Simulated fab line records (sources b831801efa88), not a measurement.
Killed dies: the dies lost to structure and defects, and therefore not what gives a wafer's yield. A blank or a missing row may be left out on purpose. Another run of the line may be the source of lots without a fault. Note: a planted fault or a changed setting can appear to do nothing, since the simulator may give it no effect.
Struck lot and sound lot, side by side | flow sky130 | 33 out of 708 route steps
Sound: the wafers L458.1, L458.5, L458.6. Wafers struck: L454.1, L454.4, L454.5. The cause comes at the end.
Each step with rows lists, per side, the tool, then ch with its chambers, then its first start. Under that, the readings that differ: sound wafers | struck wafers | difference of the means | sigmas: that difference in standard deviations of wafers without a fault.
alike: same words and numbers on both sides, and readings whose means sit less than 2 such deviations apart. not compared: any withheld reading, any reading some wafer has no value for, any bound like >300 that may hide the same value, and any number with overlapping values for which the record gives no deviation.
Wherever a step has rows on one side only, a row that says differs or no value, or a row with sigmas, the two part there. Non-overlapping numbers with no deviation appear without sigmas and do not part them. A reading that every wafer of one side lacks parts them only if that side has two wafers or more.

first, 5 steps without rows for these wafers: SKY_VT_ADJUST_HVTP_COAT_02 (resist thk 1140 nm); SKY_VT_ADJUST_HVTP_SOFTBAKE_03 (time 60 s); SKY_VT_ADJUST_HVTP_EXPOSE_04 (exposes mask HVTPM, target cd 380 nm); SKY_VT_ADJUST_HVTP_PEB_05; SKY_VT_ADJUST_HVTP_DEVELOP_06 (develop time 60 s).
SKY_VT_ADJUST_HVTP_CD_MEAS_07: the cd target is 380 nm.
  sound: cdSem-02 at day 12 02:53; struck: cdSem-02 at day 11 16:02
  alike: cdNm
SKY_VT_ADJUST_HVTP_OVL_MEAS_08:
  sound: overlay-01 at day 12 03:00; struck: overlay-02 at day 11 16:09
reading                 | sound       | struck         | difference | sigmas
VT_ADJUST_HVTP_OVL (nm) | 0.8 1.6 1.1 | -1.1 -1.4 -2.9 | -3.0       | -2
following that, these wafers have no rows for 1 step: SKY_VT_ADJUST_HVTP_IMPLANT_09.
SKY_VT_ADJUST_HVTP_STRIP_10: strips in O2/N2.
  sound on plasmaAsher-04 ch 0,1, day 12 03:11; struck on plasmaAsher-01 ch 0,1, day 11 16:20
  alike: drypumpMotorCurrentA, oesProductAu, stripTimeToEndpointS
  not compared: rfHoursCounterH
SKY_VT_ADJUST_HVTP_TW_MEAS_11:
  sound: filmMetro-02 at day 12 03:17; struck: filmMetro-02 at day 11 16:26
  alike: VT_ADJUST_HVTP_TW
then, 2 steps without rows for these wafers: SKY_VT_ADJUST_LVTN_DEHYDRATE_00 (time 60 s); SKY_VT_ADJUST_LVTN_HMDS_01 (prime time 60 s).
SKY_VT_ADJUST_LVTN_COAT_02: resist thk 3000 nm.
  sound on lithoTrack-02 ch 0, day 12 15:02; struck on lithoTrack-02, day 12 03:47
  no value came back on the struck wafers for chillPlateTempC (C), dispensePressureKPa (kPa); on the sound wafers chillPlateTempC (C) reads 23.19 23.05 23.16
then, 4 steps without rows for these wafers: SKY_VT_ADJUST_LVTN_SOFTBAKE_03; SKY_VT_ADJUST_LVTN_EXPOSE_04 (exposes mask NWM COMPLEMENT LESS NATIVE, target cd 840 nm); SKY_VT_ADJUST_LVTN_PEB_05; SKY_VT_ADJUST_LVTN_DEVELOP_06 (develop time 60 s).
SKY_VT_ADJUST_LVTN_OVL_MEAS_07:
  sound: overlay-02 at day 13 03:14; struck: overlay-02 at day 12 16:23
reading                 | sound         | struck | difference                    | sigmas
VT_ADJUST_LVTN_OVL (nm) | 0.0 -0.3 -0.4 | - - -  | no value on the struck wafers | 
following that, these wafers have no rows for 1 step: SKY_VT_ADJUST_LVTN_IMPLANT_08.
SKY_VT_ADJUST_LVTN_STRIP_09: strips in O2/N2.
  sound on plasmaAsher-03 ch 0,1, day 13 03:25; struck on plasmaAsher-01 ch 0,1, day 12 16:34
  no value came back on the struck wafers for oesProductAu (a.u.), stripTimeToEndpointS (s); on the sound wafers oesProductAu (a.u.) reads 0.725 0.724 0.714
  alike: drypumpMotorCurrentA
  not compared: rfHoursCounterH
SKY_VT_ADJUST_LVTN_TW_MEAS_10:
  sound: filmMetro-02 at day 13 03:31; struck: filmMetro-03 at day 12 16:40
reading           | sound             | struck            | difference | sigmas
VT_ADJUST_LVTN_TW | 244.2 245.2 243.8 | 242.4 241.0 239.9 | -3.3       | -3
then, 7 steps without rows for these wafers: SKY_VT_ADJUST_LVTN_DEHYDRATE_11 (time 60 s); SKY_VT_ADJUST_LVTN_HMDS_12 (prime time 60 s); SKY_VT_ADJUST_LVTN_COAT_13 (resist thk 1140 nm); SKY_VT_ADJUST_LVTN_SOFTBAKE_14 (time 60 s); SKY_VT_ADJUST_LVTN_EXPOSE_15 (exposes mask HVN STD DERIVED, target cd 600 nm); SKY_VT_ADJUST_LVTN_PEB_16; SKY_VT_ADJUST_LVTN_DEVELOP_17 (develop time 60 s).
SKY_VT_ADJUST_LVTN_OVL_MEAS_18:
  sound: overlay-02 at day 14 05:08; struck: overlay-02 at day 13 18:02
reading                    | sound        | struck         | difference | sigmas
VT_ADJUST_LVTN_01_OVL (nm) | -0.3 1.6 0.4 | -1.7 -2.4 -1.5 | -2.4       | -2
following that, these wafers have no rows for 1 step: SKY_VT_ADJUST_LVTN_IMPLANT_19.
SKY_VT_ADJUST_LVTN_STRIP_20: strips in O2/N2.
  sound on plasmaAsher-01 ch 0,1, day 14 05:19; struck on plasmaAsher-03 ch 0,1, day 13 18:13
reading                  | sound             | struck            | difference | sigmas
drypumpMotorCurrentA (A) | 6.5 6.5 5.7       | 5.7 5.3 5.3       | -0.8       | -2
oesProductAu (a.u.)      | 0.720 0.726 0.720 | 0.705 0.716 0.702 | -0.014     | -3
  alike: stripTimeToEndpointS
  not compared: rfHoursCounterH
SKY_VT_ADJUST_LVTN_TW_MEAS_21:
  sound: filmMetro-03 at day 14 05:25; struck: filmMetro-04 at day 13 18:33
reading             | sound             | struck            | difference | sigmas
VT_ADJUST_LVTN_2_TW | 187.9 188.8 188.5 | 268.5 267.4 267.8 | +79.5      | +86
  not compared: hold
SKY_PAD_OPEN_PROBE_99:
  rows exist in the record for the sound wafers here (prober-02, day 51 06:39), none for the struck ones

## WHERE THEY PART
Last at SKY_PAD_OPEN_PROBE_99 as far as this record goes, first at SKY_VT_ADJUST_HVTP_OVL_MEAS_08.

WHY: what had been put in by the simulator
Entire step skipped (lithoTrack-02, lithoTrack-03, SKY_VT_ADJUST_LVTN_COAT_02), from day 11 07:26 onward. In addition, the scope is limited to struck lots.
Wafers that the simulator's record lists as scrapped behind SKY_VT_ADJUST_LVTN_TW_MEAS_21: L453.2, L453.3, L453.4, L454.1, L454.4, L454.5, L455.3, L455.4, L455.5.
